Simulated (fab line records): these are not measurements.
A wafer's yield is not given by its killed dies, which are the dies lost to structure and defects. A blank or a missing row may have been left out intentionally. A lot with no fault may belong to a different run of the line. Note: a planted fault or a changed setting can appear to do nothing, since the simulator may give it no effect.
Which of the tools did it? / flow gf180mcu / 39 wafers from 13 lots sampled at 5 of the route's 602 steps

## WHAT EACH GAUGE READ, for each wafer
GF_MVPSD_TW_MEAS_11. Usual: MVPSD_TW gives 556 (standard deviation 5.1).
lot=L789; measured=day 5 00:20; on=filmMetro-02; MVPSD_TW=553 553 552; flag=
lot=L790; measured=day 5 06:26; on=filmMetro-03; MVPSD_TW=545 548 548; flag=
lot=L791; measured=day 5 12:07; on=filmMetro-04; MVPSD_TW=557 559 557; flag=
lot=L792; measured=day 5 16:56; on=filmMetro-04; MVPSD_TW=555 559 558; flag=
lot=L793; measured=day 6 01:08; on=filmMetro-04; MVPSD_TW=560 563 562; flag=
lot=L794; measured=day 6 04:02; on=filmMetro-04; MVPSD_TW=564 564 564; flag=
lot=L795; measured=day 6 10:59; on=filmMetro-02; MVPSD_TW=550 551 554; flag=
lot=L802; measured=day 8 05:25; on=filmMetro-04; MVPSD_TW=576 576 578; flag=OFF
lot=L804; measured=day 9 03:54; on=filmMetro-04; MVPSD_TW=576 575 575; flag=OFF
lot=L808; measured=day 10 01:06; on=filmMetro-02; MVPSD_TW=556 552 555; flag=
lot=L810; measured=day 10 09:50; on=filmMetro-02; MVPSD_TW=552 554 556; flag=
lot=L812; measured=day 10 18:14; on=filmMetro-04; MVPSD_TW=561 561 559; flag=
lot=L811; measured=day 10 20:39; on=filmMetro-02; MVPSD_TW=554 551 555; flag=

GF_VT_IMPLANT_RS_MEAS_49: the measuring method here is four-point-probe. Usual: MVPSD_RS gives 1169 ohm/sq (standard deviation 3.5).
lot=L789; measured=day 7 10:58; on=filmMetro-04; MVPSD_RS (ohm/sq)=1175 1172 1173; flag=
lot=L790; measured=day 7 17:55; on=filmMetro-03; MVPSD_RS (ohm/sq)=1175 1171 1173; flag=
lot=L791; measured=day 8 00:37; on=filmMetro-04; MVPSD_RS (ohm/sq)=1171 1170 1168; flag=
lot=L792; measured=day 8 05:51; on=filmMetro-02; MVPSD_RS (ohm/sq)=1166 1168 1163; flag=
lot=L793; measured=day 8 15:16; on=filmMetro-02; MVPSD_RS (ohm/sq)=1160 1163 1163; flag=
lot=L794; measured=day 8 20:58; on=filmMetro-03; MVPSD_RS (ohm/sq)=1161 1160 1163; flag=
lot=L795; measured=day 9 04:26; on=filmMetro-02; MVPSD_RS (ohm/sq)=1170 1168 1168; flag=
lot=L802; measured=day 11 05:34; on=filmMetro-03; MVPSD_RS (ohm/sq)=1060 1061 1061; flag=OFF
lot=L804; measured=day 12 03:43; on=filmMetro-03; MVPSD_RS (ohm/sq)=1062 1065 1061; flag=OFF
lot=L808; measured=day 13 04:41; on=filmMetro-02; MVPSD_RS (ohm/sq)=1167 1169 1165; flag=
lot=L810; measured=day 13 14:16; on=filmMetro-03; MVPSD_RS (ohm/sq)=1169 1165 1167; flag=
lot=L812; measured=day 13 22:53; on=filmMetro-04; MVPSD_RS (ohm/sq)=1169 1170 1169; flag=
lot=L811; measured=day 14 02:16; on=filmMetro-04; MVPSD_RS (ohm/sq)=1172 1176 1174; flag=

GF_V1_RS_MEAS_24: the measuring method here is four-point-probe. Usual: V1_W_RS gives 0.328 ohm/sq (standard deviation 0.0037).
lot=L789; measured=day 17 21:28; on=filmMetro-04; V1_W_RS (ohm/sq)=0.321 0.321 0.325; flag=
lot=L790; measured=day 18 04:37; on=filmMetro-04; V1_W_RS (ohm/sq)=0.329 0.324 0.326; flag=
lot=L791; measured=day 18 17:56; on=filmMetro-01; V1_W_RS (ohm/sq)=0.329 0.328 0.328; flag=
lot=L792; measured=day 18 22:52; on=filmMetro-02; V1_W_RS (ohm/sq)=0.326 0.326 0.325; flag=
lot=L793; measured=day 19 09:09; on=filmMetro-01; V1_W_RS (ohm/sq)=0.329 0.323 0.329; flag=
lot=L794; measured=day 19 20:53; on=filmMetro-04; V1_W_RS (ohm/sq)=0.333 0.333 0.329; flag=
lot=L795; measured=day 20 12:32; on=filmMetro-02; V1_W_RS (ohm/sq)=0.329 0.330 0.321; flag=
lot=L802; measured=day 23 05:47; on=filmMetro-01; V1_W_RS (ohm/sq)=0.331 0.333 0.333; flag=
lot=L804; measured=day 24 02:25; on=filmMetro-04; V1_W_RS (ohm/sq)=0.325 0.325 0.330; flag=
lot=L808; measured=day 25 05:38; on=filmMetro-01; V1_W_RS (ohm/sq)=0.324 0.323 0.327; flag=
lot=L810; measured=day 25 16:04; on=filmMetro-02; V1_W_RS (ohm/sq)=0.329 0.329 0.327; flag=
lot=L812; measured=day 26 01:52; on=filmMetro-04; V1_W_RS (ohm/sq)=0.328 0.331 0.334; flag=
lot=L811; measured=day 26 05:29; on=filmMetro-02; V1_W_RS (ohm/sq)=0.331 0.328 0.329; flag=

GF_M4_THK_MEAS_06: measures by xrf. Usual: M4_ALCU_THK gives 446 nm (standard deviation 3.8).
lot=L789; measured=day 22 03:41; on=filmMetro-01; M4_ALCU_THK (nm)=446 448 453; flag=
lot=L790; measured=day 22 11:41; on=filmMetro-03; M4_ALCU_THK (nm)=452 449 444; flag=
lot=L791; measured=day 22 23:21; on=filmMetro-03; M4_ALCU_THK (nm)=444 451 447; flag=
lot=L792; measured=day 23 04:42; on=filmMetro-04; M4_ALCU_THK (nm)=450 450 446; flag=
lot=L793; measured=day 23 17:16; on=filmMetro-04; M4_ALCU_THK (nm)=447 446 444; flag=
lot=L794; measured=day 24 00:05; on=filmMetro-04; M4_ALCU_THK (nm)=443 447 449; flag=
lot=L795; measured=day 24 15:10; on=filmMetro-03; M4_ALCU_THK (nm)=442 443 444; flag=
lot=L802; measured=day 27 01:53; on=filmMetro-01; M4_ALCU_THK (nm)=444 448 455; flag=
lot=L804; measured=day 27 22:04; on=filmMetro-01; M4_ALCU_THK (nm)=443 438 447; flag=
lot=L808; measured=day 28 21:55; on=filmMetro-03; M4_ALCU_THK (nm)=443 443 442; flag=
lot=L810; measured=day 29 07:38; on=filmMetro-01; M4_ALCU_THK (nm)=443 442 448; flag=
lot=L812; measured=day 29 13:52; on=filmMetro-03; M4_ALCU_THK (nm)=450 444 445; flag=
lot=L811; measured=day 29 20:14; on=filmMetro-03; M4_ALCU_THK (nm)=441 441 443; flag=

## EACH LOT AND THE TOOL THAT RAN IT (in order: tool; ch and the chambers of the sampled wafers; start)
lot=L789; GF_MVPSD_IMPLANT_09=implanter-02 ch 0, day 5 00:06
lot=L790; GF_MVPSD_IMPLANT_09=implanter-01 ch 0, day 5 06:13
lot=L791; GF_MVPSD_IMPLANT_09=implanter-03 ch 0, day 5 11:52
lot=L792; GF_MVPSD_IMPLANT_09=implanter-01 ch 0, day 5 16:41
lot=L793; GF_MVPSD_IMPLANT_09=implanter-01 ch 0, day 6 00:55
lot=L794; GF_MVPSD_IMPLANT_09=implanter-01 ch 0, day 6 03:47
lot=L795; GF_MVPSD_IMPLANT_09=implanter-03 ch 0, day 6 10:45
lot=L802; GF_MVPSD_IMPLANT_09=implanter-03 ch 0, day 8 05:10
lot=L804; GF_MVPSD_IMPLANT_09=implanter-03 ch 0, day 9 03:41
lot=L808; GF_MVPSD_IMPLANT_09=implanter-01 ch 0, day 10 00:53
lot=L810; GF_MVPSD_IMPLANT_09=implanter-02 ch 0, day 10 09:37
lot=L812; GF_MVPSD_IMPLANT_09=implanter-01 ch 0, day 10 18:00
lot=L811; GF_MVPSD_IMPLANT_09=implanter-02 ch 0, day 10 20:26
- GF_MVPSD_IMPLANT_09

## AS READ BY THE TOOLS THEMSELVES (means over the sampled wafers that have a number; for cases with no such wafer, the mark the record gives instead)
GF_MVPSD_IMPLANT_09. Usual: doseIonsCm2 5e+12, standard deviation 5.3e+09; faradayCurrentUA 28.2, standard deviation 0.53.
lot=L789 tool=implanter-02 doseIonsCm2=5e+12 faradayCurrentUA=27.8 flag=
lot=L790 tool=implanter-01 doseIonsCm2=5e+12 faradayCurrentUA=28.4 flag=
lot=L791 tool=implanter-03 doseIonsCm2=5e+12 faradayCurrentUA=27.9 flag=
lot=L792 tool=implanter-01 doseIonsCm2=5e+12 faradayCurrentUA=28.1 flag=
lot=L793 tool=implanter-01 doseIonsCm2=5e+12 faradayCurrentUA=28.4 flag=
lot=L794 tool=implanter-01 doseIonsCm2=5e+12 faradayCurrentUA=28.5 flag=
lot=L795 tool=implanter-03 doseIonsCm2=5e+12 faradayCurrentUA=28.6 flag=
lot=L802 tool=implanter-03 doseIonsCm2=8e+12 faradayCurrentUA=45.0 flag=OFF
lot=L804 tool=implanter-03 doseIonsCm2=8e+12 faradayCurrentUA=45.4 flag=OFF
lot=L808 tool=implanter-01 doseIonsCm2=5e+12 faradayCurrentUA=28.0 flag=
lot=L810 tool=implanter-02 doseIonsCm2=5e+12 faradayCurrentUA=28.1 flag=
lot=L812 tool=implanter-01 doseIonsCm2=5e+12 faradayCurrentUA=27.8 flag=
lot=L811 tool=implanter-02 doseIonsCm2=5e+12 faradayCurrentUA=27.8 flag=

## THE ANSWER, worked out from the rows above alone
Rule: a lot is off if the mean of its wafers that have a number lies more than 3 standard deviations from the usual mean. Also off: a lot with no number at a reading for which 4 or more lots have one. Any other lot the step has rows for is counted as sound. First the gauges in route order, then the tools' own readings, where a lot's mean is used as printed above. At the first step where some lot is off, the reading lying furthest off is the one used; lots without a number count as furthest.
Off: L802, L804, seen at GF_MVPSD_TW_MEAS_11 (MVPSD_TW).
A tool fits if, at a process step before that reading, it ran every lot that is off, and no sound lot after the first of them. Not tried: the gauges at GF_MVPSD_TW_MEAS_11; whatever is off there is also off at GF_VT_IMPLANT_RS_MEAS_49, on other tools, and gauge error can't account for it. One fits: GF_MVPSD_IMPLANT_09 on implanter-03. A fault onset in the window from L795 (day 6 10:45, its last sound lot) to L802 (day 8 05:10, its first lot off) fits.
The tool's own readings at GF_MVPSD_IMPLANT_09 bear it out: on the lots that are off they differ by more than 5 times the standard deviation of the sound lots' means. doseIonsCm2 reads 8e+12 there against 5e+12 on the sound lots; faradayCurrentUA reads 45.2 there against 28.1 on the sound lots.

## WHAT THE SIMULATOR PUT IN
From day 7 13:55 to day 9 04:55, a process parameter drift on implanter-03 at GF_MVPSD_IMPLANT_09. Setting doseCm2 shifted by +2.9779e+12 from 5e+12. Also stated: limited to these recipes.
Lots struck among those shown: L802, L804. This agrees with what the rule above found.
